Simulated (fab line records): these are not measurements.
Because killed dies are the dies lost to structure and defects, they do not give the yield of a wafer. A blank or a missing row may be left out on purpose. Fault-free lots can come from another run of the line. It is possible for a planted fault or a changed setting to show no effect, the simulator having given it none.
Which tool was responsible? || flow sky130 || 24 lots with 72 wafers sampled at 5 steps, on a route of 708 steps

## WHAT THE GAUGES SHOWED, per wafer
SKY_VIA2_CD_MEAS_12 targets a cd of 200 nm.
{"lot": "L074", "measured": "day 36 05:17", "on": "cd_sem-01", "cd_nm (nm)": "201.0 200.5 200.3"}
{"lot": "L075", "measured": "day 36 15:04", "on": "cd_sem-02", "cd_nm (nm)": "199.9 198.6 198.3"}
{"lot": "L076", "measured": "day 36 23:13", "on": "cd_sem-01", "cd_nm (nm)": "196.3 197.9 198.0"}
{"lot": "L077", "measured": "day 37 14:35", "on": "cd_sem-02", "cd_nm (nm)": "199.6 199.8 199.6"}
{"lot": "L078", "measured": "day 37 14:40", "on": "cd_sem-01", "cd_nm (nm)": "201.1 201.1 201.5"}
{"lot": "L079", "measured": "day 37 23:49", "on": "cd_sem-02", "cd_nm (nm)": "199.3 200.5 199.9"}
{"lot": "L080", "measured": "day 38 13:45", "on": "cd_sem-01", "cd_nm (nm)": "197.8 198.6 198.2"}
{"lot": "L081", "measured": "day 38 18:09", "on": "cd_sem-01", "cd_nm (nm)": "200.0 199.6 201.2"}
{"lot": "L082", "measured": "day 39 13:13", "on": "cd_sem-01", "cd_nm (nm)": "201.0 199.3 199.3"}
{"lot": "L084", "measured": "day 40 12:28", "on": "cd_sem-01", "cd_nm (nm)": "196.6 195.7 196.1"}
{"lot": "L083", "measured": "day 40 13:16", "on": "cd_sem-02", "cd_nm (nm)": "201.7 199.8 199.9"}
{"lot": "L085", "measured": "day 40 15:58", "on": "cd_sem-01", "cd_nm (nm)": "201.7 200.0 200.7"}
{"lot": "L087", "measured": "day 40 16:13", "on": "cd_sem-02", "cd_nm (nm)": "198.9 199.5 199.0"}
{"lot": "L086", "measured": "day 40 18:56", "on": "cd_sem-01", "cd_nm (nm)": "200.2 200.1 200.7"}
{"lot": "L088", "measured": "day 40 19:57", "on": "cd_sem-02", "cd_nm (nm)": "201.0 200.8 201.7"}
{"lot": "L089", "measured": "day 41 01:44", "on": "cd_sem-02", "cd_nm (nm)": "199.5 199.0 200.0"}
{"lot": "L090", "measured": "day 41 08:46", "on": "cd_sem-01", "cd_nm (nm)": "199.2 200.2 198.8"}
{"lot": "L092", "measured": "day 41 17:44", "on": "cd_sem-01", "cd_nm (nm)": "199.2 198.7 199.7"}
{"lot": "L091", "measured": "day 41 19:55", "on": "cd_sem-02", "cd_nm (nm)": "199.6 200.1 201.0"}
{"lot": "L093", "measured": "day 42 01:58", "on": "cd_sem-02", "cd_nm (nm)": "201.1 201.4 202.9"}
{"lot": "L094", "measured": "day 42 05:53", "on": "cd_sem-02", "cd_nm (nm)": "198.7 198.7 197.7"}
{"lot": "L095", "measured": "day 42 15:48", "on": "cd_sem-01", "cd_nm (nm)": "200.1 200.1 199.0"}
{"lot": "L096", "measured": "day 42 22:47", "on": "cd_sem-01", "cd_nm (nm)": "201.0 199.7 199.4"}
{"lot": "L097", "measured": "day 43 18:31", "on": "cd_sem-02", "cd_nm (nm)": "201.4 201.6 201.2"}

SKY_VIA3_THK_MEAS_23: measures by xrf.
{"lot": "L074", "measured": "day 39 15:32", "on": "film_metro-01", "VIA3_W_THK (nm)": "390 382 390"}
{"lot": "L075", "measured": "day 40 00:22", "on": "film_metro-04", "VIA3_W_THK (nm)": "390 383 385"}
{"lot": "L076", "measured": "day 40 07:10", "on": "film_metro-04", "VIA3_W_THK (nm)": "383 383 387"}
{"lot": "L077", "measured": "day 40 22:19", "on": "film_metro-02", "VIA3_W_THK (nm)": "375 373 378"}
{"lot": "L078", "measured": "day 40 22:37", "on": "film_metro-02", "VIA3_W_THK (nm)": "381 385 379"}
{"lot": "L079", "measured": "day 41 07:39", "on": "film_metro-04", "VIA3_W_THK (nm)": "377 388 387"}
{"lot": "L080", "measured": "day 41 20:49", "on": "film_metro-04", "VIA3_W_THK (nm)": "380 378 384"}
{"lot": "L081", "measured": "day 42 01:52", "on": "film_metro-01", "VIA3_W_THK (nm)": "379 382 385"}
{"lot": "L082", "measured": "day 42 17:35", "on": "film_metro-04", "VIA3_W_THK (nm)": "387 389 381"}
{"lot": "L084", "measured": "day 43 16:23", "on": "film_metro-02", "VIA3_W_THK (nm)": "376 377 380"}
{"lot": "L083", "measured": "day 43 16:50", "on": "film_metro-01", "VIA3_W_THK (nm)": "399 398 399"}
{"lot": "L085", "measured": "day 43 20:02", "on": "film_metro-04", "VIA3_W_THK (nm)": "386 378 386"}
{"lot": "L087", "measured": "day 43 20:16", "on": "film_metro-01", "VIA3_W_THK (nm)": "390 393 398"}
{"lot": "L086", "measured": "day 43 22:49", "on": "film_metro-02", "VIA3_W_THK (nm)": "379 378 379"}
{"lot": "L088", "measured": "day 44 00:07", "on": "film_metro-01", "VIA3_W_THK (nm)": "389 380 384"}
{"lot": "L089", "measured": "day 44 06:51", "on": "film_metro-02", "VIA3_W_THK (nm)": "382 380 383"}
{"lot": "L090", "measured": "day 44 11:58", "on": "film_metro-04", "VIA3_W_THK (nm)": "390 391 394"}
{"lot": "L092", "measured": "day 44 19:23", "on": "film_metro-02", "VIA3_W_THK (nm)": "382 386 387"}
{"lot": "L091", "measured": "day 44 23:11", "on": "film_metro-02", "VIA3_W_THK (nm)": "385 380 389"}
{"lot": "L093", "measured": "day 45 03:29", "on": "film_metro-01", "VIA3_W_THK (nm)": "387 391 389"}
{"lot": "L094", "measured": "day 45 07:32", "on": "film_metro-02", "VIA3_W_THK (nm)": "381 379 380"}
{"lot": "L095", "measured": "day 45 15:30", "on": "film_metro-02", "VIA3_W_THK (nm)": "379 381 376"}
{"lot": "L096", "measured": "day 45 23:15", "on": "film_metro-01", "VIA3_W_THK (nm)": "388 389 389"}
{"lot": "L097", "measured": "day 46 15:23", "on": "film_metro-02", "VIA3_W_THK (nm)": "382 377 374"}

## WHICH TOOL RAN EACH LOT (tool, then ch and the chambers of the sampled wafers, then the start)
{"lot": "L074", "SKY_METAL2_SPUTTER_03": "pvd_sputter-03, day 33 23:11", "SKY_CAPM_CVD_00": "pecvd-02 ch 0,1,2, day 36 07:05", "SKY_VIA3_STRIP_16": "plasma_asher-02 ch 0,1, day 39 14:32"}
{"lot": "L075", "SKY_METAL2_SPUTTER_03": "pvd_sputter-03, day 34 08:55", "SKY_CAPM_CVD_00": "pecvd-01 ch 0,2, day 36 16:55", "SKY_VIA3_STRIP_16": "plasma_asher-01 ch 0,1, day 39 23:28"}
{"lot": "L076", "SKY_METAL2_SPUTTER_03": "pvd_sputter-03, day 34 17:51", "SKY_CAPM_CVD_00": "pecvd-04 ch 1,2, day 37 00:51", "SKY_VIA3_STRIP_16": "plasma_asher-01 ch 0,1, day 40 06:15"}
{"lot": "L077", "SKY_METAL2_SPUTTER_03": "pvd_sputter-03, day 35 08:06", "SKY_CAPM_CVD_00": "pecvd-01 ch 0,2, day 37 16:14", "SKY_VIA3_STRIP_16": "plasma_asher-04 ch 0,1, day 40 21:20"}
{"lot": "L078", "SKY_METAL2_SPUTTER_03": "pvd_sputter-03, day 35 09:03", "SKY_CAPM_CVD_00": "pecvd-04 ch 0,2, day 37 16:23", "SKY_VIA3_STRIP_16": "plasma_asher-01 ch 0,1, day 40 21:41"}
{"lot": "L079", "SKY_METAL2_SPUTTER_03": "pvd_sputter-04, day 35 18:40", "SKY_CAPM_CVD_00": "pecvd-02 ch 0,1,2, day 38 01:29", "SKY_VIA3_STRIP_16": "plasma_asher-04 ch 0,1, day 41 06:43"}
{"lot": "L080", "SKY_METAL2_SPUTTER_03": "pvd_sputter-01, day 36 08:08", "SKY_CAPM_CVD_00": "pecvd-01 ch 0,2, day 38 15:25", "SKY_VIA3_STRIP_16": "plasma_asher-04 ch 0,1, day 41 19:56"}
{"lot": "L081", "SKY_METAL2_SPUTTER_03": "pvd_sputter-04, day 36 12:55", "SKY_CAPM_CVD_00": "pecvd-01 ch 1,2, day 38 19:47", "SKY_VIA3_STRIP_16": "plasma_asher-04 ch 0,1, day 42 00:57"}
{"lot": "L082", "SKY_METAL2_SPUTTER_03": "pvd_sputter-01, day 37 09:50", "SKY_CAPM_CVD_00": "pecvd-01 ch 0,1,2, day 39 14:53", "SKY_VIA3_STRIP_16": "plasma_asher-04 ch 1, day 42 16:38"}
{"lot": "L084", "SKY_METAL2_SPUTTER_03": "pvd_sputter-03, day 38 08:38", "SKY_CAPM_CVD_00": "pecvd-04 ch 1,2, day 40 14:08", "SKY_VIA3_STRIP_16": "plasma_asher-04 ch 0,1, day 43 15:26"}
{"lot": "L083", "SKY_METAL2_SPUTTER_03": "pvd_sputter-01, day 38 09:35", "SKY_CAPM_CVD_00": "pecvd-02 ch 0,1, day 40 15:01", "SKY_VIA3_STRIP_16": "plasma_asher-01 ch 0,1, day 43 15:56"}
{"lot": "L085", "SKY_METAL2_SPUTTER_03": "pvd_sputter-03, day 38 12:28", "SKY_CAPM_CVD_00": "pecvd-01 ch 0,1, day 40 17:44", "SKY_VIA3_STRIP_16": "plasma_asher-01 ch 0,1, day 43 19:05"}
{"lot": "L087", "SKY_METAL2_SPUTTER_03": "pvd_sputter-04, day 38 12:42", "SKY_CAPM_CVD_00": "pecvd-04 ch 0,2, day 40 17:55", "SKY_VIA3_STRIP_16": "plasma_asher-04 ch 0,1, day 43 19:22"}
{"lot": "L086", "SKY_METAL2_SPUTTER_03": "pvd_sputter-03, day 38 15:12", "SKY_CAPM_CVD_00": "pecvd-02 ch 0,2, day 40 20:44", "SKY_VIA3_STRIP_16": "plasma_asher-01 ch 0,1, day 43 21:55"}
{"lot": "L088", "SKY_METAL2_SPUTTER_03": "pvd_sputter-04, day 38 17:04", "SKY_CAPM_CVD_00": "pecvd-01 ch 0,1, day 40 21:43", "SKY_VIA3_STRIP_16": "plasma_asher-04 ch 0,1, day 43 23:14"}
{"lot": "L089", "SKY_METAL2_SPUTTER_03": "pvd_sputter-03, day 38 23:26", "SKY_CAPM_CVD_00": "pecvd-01 ch 0,1,2, day 41 03:22", "SKY_VIA3_STRIP_16": "plasma_asher-02 ch 0,1, day 44 05:58"}
{"lot": "L090", "SKY_METAL2_SPUTTER_03": "pvd_sputter-04, day 39 06:20", "SKY_CAPM_CVD_00": "pecvd-02 ch 0,2, day 41 10:29", "SKY_VIA3_STRIP_16": "plasma_asher-01 ch 0,1, day 44 11:05"}
{"lot": "L092", "SKY_METAL2_SPUTTER_03": "pvd_sputter-04, day 39 15:25", "SKY_CAPM_CVD_00": "pecvd-02 ch 0,2, day 41 19:29", "SKY_VIA3_STRIP_16": "plasma_asher-01 ch 0,1, day 44 18:29"}
{"lot": "L091", "SKY_METAL2_SPUTTER_03": "pvd_sputter-03, day 39 17:22", "SKY_CAPM_CVD_00": "pecvd-04 ch 0,2, day 41 21:41", "SKY_VIA3_STRIP_16": "plasma_asher-02 ch 0,1, day 44 22:17"}
{"lot": "L093", "SKY_METAL2_SPUTTER_03": "pvd_sputter-03, day 39 23:21", "SKY_CAPM_CVD_00": "pecvd-04 ch 0,2, day 42 03:39", "SKY_VIA3_STRIP_16": "plasma_asher-01 ch 0,1, day 45 02:35"}
{"lot": "L094", "SKY_METAL2_SPUTTER_03": "pvd_sputter-03, day 40 04:31", "SKY_CAPM_CVD_00": "pecvd-02 ch 0,2, day 42 07:40", "SKY_VIA3_STRIP_16": "plasma_asher-04 ch 0, day 45 06:38"}
{"lot": "L095", "SKY_METAL2_SPUTTER_03": "pvd_sputter-04, day 40 15:29", "SKY_CAPM_CVD_00": "pecvd-01 ch 0,2, day 42 17:29", "SKY_VIA3_STRIP_16": "plasma_asher-01 ch 0,1, day 45 14:37"}
{"lot": "L096", "SKY_METAL2_SPUTTER_03": "pvd_sputter-03, day 40 21:56", "SKY_CAPM_CVD_00": "pecvd-04 ch 0,1, day 43 00:28", "SKY_VIA3_STRIP_16": "plasma_asher-04 ch 0,1, day 45 22:21"}
{"lot": "L097", "SKY_METAL2_SPUTTER_03": "pvd_sputter-03, day 41 17:38", "SKY_CAPM_CVD_00": "pecvd-01 ch 0,1, day 43 20:12", "SKY_VIA3_STRIP_16": "plasma_asher-04 ch 0,1, day 46 14:30"}
- SKY_METAL2_SPUTTER_03: material Ti, target thk 5 nm, time 3.3 s.
- SKY_CAPM_CVD_00: deposits SiO2, target thk 15.5 nm.
- SKY_VIA3_STRIP_16: strips in O2/N2.

## AS READ BY THE TOOLS THEMSELVES (means over the sampled wafers that have a number; for cases with no such wafer, the mark the record gives instead)
SKY_METAL2_SPUTTER_03.
{"lot": "L074", "tool": "pvd_sputter-03", "throttle_valve_pct (%)": 30.3}
{"lot": "L075", "tool": "pvd_sputter-03", "throttle_valve_pct (%)": 30.1}
{"lot": "L076", "tool": "pvd_sputter-03", "throttle_valve_pct (%)": 30.4}
{"lot": "L077", "tool": "pvd_sputter-03", "throttle_valve_pct (%)": 30.9}
{"lot": "L078", "tool": "pvd_sputter-03", "throttle_valve_pct (%)": 29.8}
{"lot": "L079", "tool": "pvd_sputter-04", "throttle_valve_pct (%)": 29.7}
{"lot": "L080", "tool": "pvd_sputter-01", "throttle_valve_pct (%)": 31.5}
{"lot": "L081", "tool": "pvd_sputter-04", "throttle_valve_pct (%)": 29.8}
{"lot": "L082", "tool": "pvd_sputter-01", "throttle_valve_pct (%)": 30.2}
{"lot": "L084", "tool": "pvd_sputter-03", "throttle_valve_pct (%)": 30.3}
{"lot": "L083", "tool": "pvd_sputter-01", "throttle_valve_pct (%)": 30.2}
{"lot": "L085", "tool": "pvd_sputter-03", "throttle_valve_pct (%)": 29.8}
{"lot": "L087", "tool": "pvd_sputter-04", "throttle_valve_pct (%)": 29.8}
{"lot": "L086", "tool": "pvd_sputter-03", "throttle_valve_pct (%)": 30.5}
{"lot": "L088", "tool": "pvd_sputter-04", "throttle_valve_pct (%)": 30.4}
{"lot": "L089", "tool": "pvd_sputter-03", "throttle_valve_pct (%)": 30.0}
{"lot": "L090", "tool": "pvd_sputter-04", "throttle_valve_pct (%)": 29.7}
{"lot": "L092", "tool": "pvd_sputter-04", "throttle_valve_pct (%)": 29.8}
{"lot": "L091", "tool": "pvd_sputter-03", "throttle_valve_pct (%)": 30.2}
{"lot": "L093", "tool": "pvd_sputter-03", "throttle_valve_pct (%)": 30.2}
{"lot": "L094", "tool": "pvd_sputter-03", "throttle_valve_pct (%)": 30.2}
{"lot": "L095", "tool": "pvd_sputter-04", "throttle_valve_pct (%)": 29.8}
{"lot": "L096", "tool": "pvd_sputter-03", "throttle_valve_pct (%)": 30.0}
{"lot": "L097", "tool": "pvd_sputter-03", "throttle_valve_pct (%)": 30.5}

SKY_CAPM_CVD_00.
{"lot": "L074", "tool": "pecvd-02", "heater_power_w (W)": 738}
{"lot": "L075", "tool": "pecvd-01", "heater_power_w (W)": 683}
{"lot": "L076", "tool": "pecvd-04", "heater_power_w (W)": 763}
{"lot": "L077", "tool": "pecvd-01", "heater_power_w (W)": 699}
{"lot": "L078", "tool": "pecvd-04", "heater_power_w (W)": 792}
{"lot": "L079", "tool": "pecvd-02", "heater_power_w (W)": 733}
{"lot": "L080", "tool": "pecvd-01", "heater_power_w (W)": 738}
{"lot": "L081", "tool": "pecvd-01", "heater_power_w (W)": 694}
{"lot": "L082", "tool": "pecvd-01", "heater_power_w (W)": 725}
{"lot": "L084", "tool": "pecvd-04", "heater_power_w (W)": 770}
{"lot": "L083", "tool": "pecvd-02", "heater_power_w (W)": 730}
{"lot": "L085", "tool": "pecvd-01", "heater_power_w (W)": 727}
{"lot": "L087", "tool": "pecvd-04", "heater_power_w (W)": 778}
{"lot": "L086", "tool": "pecvd-02", "heater_power_w (W)": 803}
{"lot": "L088", "tool": "pecvd-01", "heater_power_w (W)": 716}
{"lot": "L089", "tool": "pecvd-01", "heater_power_w (W)": 683}
{"lot": "L090", "tool": "pecvd-02", "heater_power_w (W)": 804}
{"lot": "L092", "tool": "pecvd-02", "heater_power_w (W)": 727}
{"lot": "L091", "tool": "pecvd-04", "heater_power_w (W)": 798}
{"lot": "L093", "tool": "pecvd-04", "heater_power_w (W)": 795}
{"lot": "L094", "tool": "pecvd-02", "heater_power_w (W)": 682}
{"lot": "L095", "tool": "pecvd-01", "heater_power_w (W)": 712}
{"lot": "L096", "tool": "pecvd-04", "heater_power_w (W)": 806}
{"lot": "L097", "tool": "pecvd-01", "heater_power_w (W)": 704}

SKY_VIA3_STRIP_16.
{"lot": "L074", "tool": "plasma_asher-02", "drypump_motor_current_A (A)": 6.0, "oes_product_au (a.u.)": 0.408, "strip_time_to_endpoint_s (s)": 4.160}
{"lot": "L075", "tool": "plasma_asher-01", "drypump_motor_current_A (A)": 5.5, "oes_product_au (a.u.)": 0.400, "strip_time_to_endpoint_s (s)": 4.096}
{"lot": "L076", "tool": "plasma_asher-01", "drypump_motor_current_A (A)": 5.4, "oes_product_au (a.u.)": 0.402, "strip_time_to_endpoint_s (s)": 4.147}
{"lot": "L077", "tool": "plasma_asher-04", "drypump_motor_current_A (A)": 6.2, "oes_product_au (a.u.)": 0.403, "strip_time_to_endpoint_s (s)": 4.134}
{"lot": "L078", "tool": "plasma_asher-01", "drypump_motor_current_A (A)": 5.5, "oes_product_au (a.u.)": 0.401, "strip_time_to_endpoint_s (s)": 4.154}
{"lot": "L079", "tool": "plasma_asher-04", "drypump_motor_current_A (A)": 6.1, "oes_product_au (a.u.)": 0.406, "strip_time_to_endpoint_s (s)": 4.187}
{"lot": "L080", "tool": "plasma_asher-04", "drypump_motor_current_A (A)": 6.0, "oes_product_au (a.u.)": 0.401, "strip_time_to_endpoint_s (s)": 4.119}
{"lot": "L081", "tool": "plasma_asher-04", "drypump_motor_current_A (A)": 6.1, "oes_product_au (a.u.)": 0.400, "strip_time_to_endpoint_s (s)": 4.146}
{"lot": "L082", "tool": "plasma_asher-04", "drypump_motor_current_A (A)": 6.1, "oes_product_au (a.u.)": 0.400, "strip_time_to_endpoint_s (s)": 4.089}
{"lot": "L084", "tool": "plasma_asher-04", "drypump_motor_current_A (A)": 6.1, "oes_product_au (a.u.)": 0.403, "strip_time_to_endpoint_s (s)": 4.168}
{"lot": "L083", "tool": "plasma_asher-01", "drypump_motor_current_A (A)": 5.5, "oes_product_au (a.u.)": 0.402, "strip_time_to_endpoint_s (s)": 4.164}
{"lot": "L085", "tool": "plasma_asher-01", "drypump_motor_current_A (A)": 5.5, "oes_product_au (a.u.)": 0.402, "strip_time_to_endpoint_s (s)": 4.121}
{"lot": "L087", "tool": "plasma_asher-04", "drypump_motor_current_A (A)": 6.1, "oes_product_au (a.u.)": 0.403, "strip_time_to_endpoint_s (s)": 4.135}
{"lot": "L086", "tool": "plasma_asher-01", "drypump_motor_current_A (A)": 5.8, "oes_product_au (a.u.)": 0.402, "strip_time_to_endpoint_s (s)": 4.143}
{"lot": "L088", "tool": "plasma_asher-04", "drypump_motor_current_A (A)": 6.1, "oes_product_au (a.u.)": 0.404, "strip_time_to_endpoint_s (s)": 4.149}
{"lot": "L089", "tool": "plasma_asher-02", "drypump_motor_current_A (A)": 5.7, "oes_product_au (a.u.)": 0.404, "strip_time_to_endpoint_s (s)": 4.136}
{"lot": "L090", "tool": "plasma_asher-01", "drypump_motor_current_A (A)": 5.8, "oes_product_au (a.u.)": 0.402, "strip_time_to_endpoint_s (s)": 4.155}
{"lot": "L092", "tool": "plasma_asher-01", "drypump_motor_current_A (A)": 5.4, "oes_product_au (a.u.)": 0.404, "strip_time_to_endpoint_s (s)": 4.127}
{"lot": "L091", "tool": "plasma_asher-02", "drypump_motor_current_A (A)": 5.7, "oes_product_au (a.u.)": 0.403, "strip_time_to_endpoint_s (s)": 4.109}
{"lot": "L093", "tool": "plasma_asher-01", "drypump_motor_current_A (A)": 5.4, "oes_product_au (a.u.)": 0.401, "strip_time_to_endpoint_s (s)": 4.143}
{"lot": "L094", "tool": "plasma_asher-04", "drypump_motor_current_A (A)": 6.0, "oes_product_au (a.u.)": 0.406, "strip_time_to_endpoint_s (s)": 4.141}
{"lot": "L095", "tool": "plasma_asher-01", "drypump_motor_current_A (A)": 5.5, "oes_product_au (a.u.)": 0.404, "strip_time_to_endpoint_s (s)": 4.124}
{"lot": "L096", "tool": "plasma_asher-04", "drypump_motor_current_A (A)": 6.1, "oes_product_au (a.u.)": 0.403, "strip_time_to_endpoint_s (s)": 4.146}
{"lot": "L097", "tool": "plasma_asher-04", "drypump_motor_current_A (A)": 6.0, "oes_product_au (a.u.)": 0.401, "strip_time_to_endpoint_s (s)": 4.156}

## THE ANSWER, worked out from the rows above alone
Rule: the usual values come from the lots themselves. The widest of any qualifying gaps counts: lots, ordered by their means at a reading, are off when they make up no more than a third of the lots, leave a main group of 4 or more, and stand apart from it by 3 or more times the standard deviation of that group's means. A main group is skipped when, at the precision printed for the reading in the tables above, its means are all equal. A lot without any number at a reading at which 4 lots or more have one is off too. Where the step has rows for the other lots, those lots are counted as sound. The gauges are gone through in route order, then the tools' own readings, and for those a lot's mean is taken as printed above. The first step at which some lot is off is used, and at that step the reading that is off furthest; a lot without a number counts as furthest.
None of the lots is off at any reading shown; this tells nothing.

## WHAT THE SIMULATOR HAD PUT IN
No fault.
